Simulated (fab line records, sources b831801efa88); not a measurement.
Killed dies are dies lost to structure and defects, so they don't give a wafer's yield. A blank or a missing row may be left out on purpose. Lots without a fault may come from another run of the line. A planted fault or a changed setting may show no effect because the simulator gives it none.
Which tool did it? | flow sky130 | 13 lots, 39 wafers sampled, at 2 steps of a route of 708

WHAT THE GAUGES READ, wafer by wafer
SKY_LOCAL_INTERCONNECT_CD_MEAS_11: target cd 170 nm. Usual: cd_nm 169.5 nm, standard deviation 1.5.
lot  | measured     | on        | cd_nm (nm)                        | flag
L334 | day 30 13:19 | cd_sem-02 | 170.4 169.4 170.4                 |
L335 | day 30 19:25 | cd_sem-01 | 168.4 169.4 169.3                 |
L336 | day 30 23:30 | cd_sem-01 | 170.1 169.9 168.6                 |
L337 | day 31 16:25 | cd_sem-02 | 168.0 166.6 167.6                 |
L338 | day 32 02:23 | cd_sem-02 | 169.1 170.5 170.9                 |
L341 | day 32 23:45 | cd_sem-02 | 170.0 171.0 169.2                 |
L342 | day 33 11:01 | cd_sem-02 | 169.8 170.7 168.7                 |
L343 | day 33 20:31 | cd_sem-01 | 168.3 169.8 168.0                 |
L345 | day 34 08:40 | cd_sem-02 | 170.0 169.3 68.9 169.9 169.5 69.3 | OFF
L348 | day 35 10:42 | cd_sem-01 | 170.7 171.2 171.7                 |
L352 | day 36 18:29 | cd_sem-02 | 170.9 170.1 170.3                 |
L354 | day 36 20:31 | cd_sem-01 | 167.2 168.7 167.3                 |
L355 | day 37 09:15 | cd_sem-02 | 169.2 170.4 168.9                 |

WHICH TOOL RAN EACH LOT (tool, then ch and the chambers of the sampled wafers, then the start)
lot  | SKY_LOCAL_INTERCONNECT_EXPOSE_08
L334 | krf_scanner-01 ch 0, day 29 23:06
L335 | krf_scanner-01 ch 0, day 30 05:52
L336 | krf_scanner-01 ch 0, day 30 10:12
L337 | krf_scanner-01 ch 0, day 31 02:25
L338 | krf_scanner-01 ch 0, day 31 12:55
L341 | krf_scanner-02 ch 0, day 32 10:01
L342 | krf_scanner-01 ch 0, day 32 22:42
L343 | krf_scanner-02 ch 0, day 33 07:17
L345 | krf_scanner-01 ch 0, day 33 20:10
L348 | krf_scanner-02 ch 0, day 34 22:13
L352 | krf_scanner-02 ch 0, day 36 06:05
L354 | krf_scanner-02 ch 0, day 36 08:24
L355 | krf_scanner-02 ch 0, day 36 20:21
- SKY_LOCAL_INTERCONNECT_EXPOSE_08: exposes mask LI1M, target cd 170 nm.

WHAT THE TOOLS THEMSELVES READ (means of the sampled wafers that have a number; where no wafer has one, the mark that the record gives instead)
SKY_LOCAL_INTERCONNECT_EXPOSE_08. Usual: reticle_temp_C 22.97 C, standard deviation 0.1.
lot  | tool           | reticle_temp_C (C) | flag
L334 | krf_scanner-01 | 22.91              |
L335 | krf_scanner-01 | 22.93              |
L336 | krf_scanner-01 | 23.03              |
L337 | krf_scanner-01 | 23.09              |
L338 | krf_scanner-01 | 22.90              |
L341 | krf_scanner-02 | 23.02              |
L342 | krf_scanner-01 | 22.96              |
L343 | krf_scanner-02 | 22.91              |
L345 | krf_scanner-01 | 23.06              |
L348 | krf_scanner-02 | 22.96              |
L352 | krf_scanner-02 | 22.87              |
L354 | krf_scanner-02 | 22.99              |
L355 | krf_scanner-02 | 22.86              |

THE ANSWER, worked out from the rows above alone
Rule: a lot is off if the mean of its wafers that have a number lies more than 3 standard deviations from the usual mean. A lot without any number at a reading at which 4 lots or more have one is off too. The other lots that the step has rows for count as sound. The gauges are gone through in route order, then the tools' own readings, and for those a lot's mean is taken as printed above. The first step at which some lot is off is used, and at that step the reading that is off furthest; a lot without a number counts as furthest.
Off: L345, at SKY_LOCAL_INTERCONNECT_CD_MEAS_11 (cd_nm).
A tool fits if, at a process step before that reading, it ran every lot that is off, and no sound lot after the first of them. The gauges at SKY_LOCAL_INTERCONNECT_CD_MEAS_11 are tried like those tools. One fits: krf_scanner-01 at SKY_LOCAL_INTERCONNECT_EXPOSE_08. Its last sound lot is L342 (day 32 22:42), its first lot that is off L345 (day 33 20:10): a fault that began between those two fits.

WHAT THE SIMULATOR HAD PUT IN
Process parameter drift: krf_scanner-01, from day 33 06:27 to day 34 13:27, at SKY_LOCAL_INTERCONNECT_EXPOSE_08. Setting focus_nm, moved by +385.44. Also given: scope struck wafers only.
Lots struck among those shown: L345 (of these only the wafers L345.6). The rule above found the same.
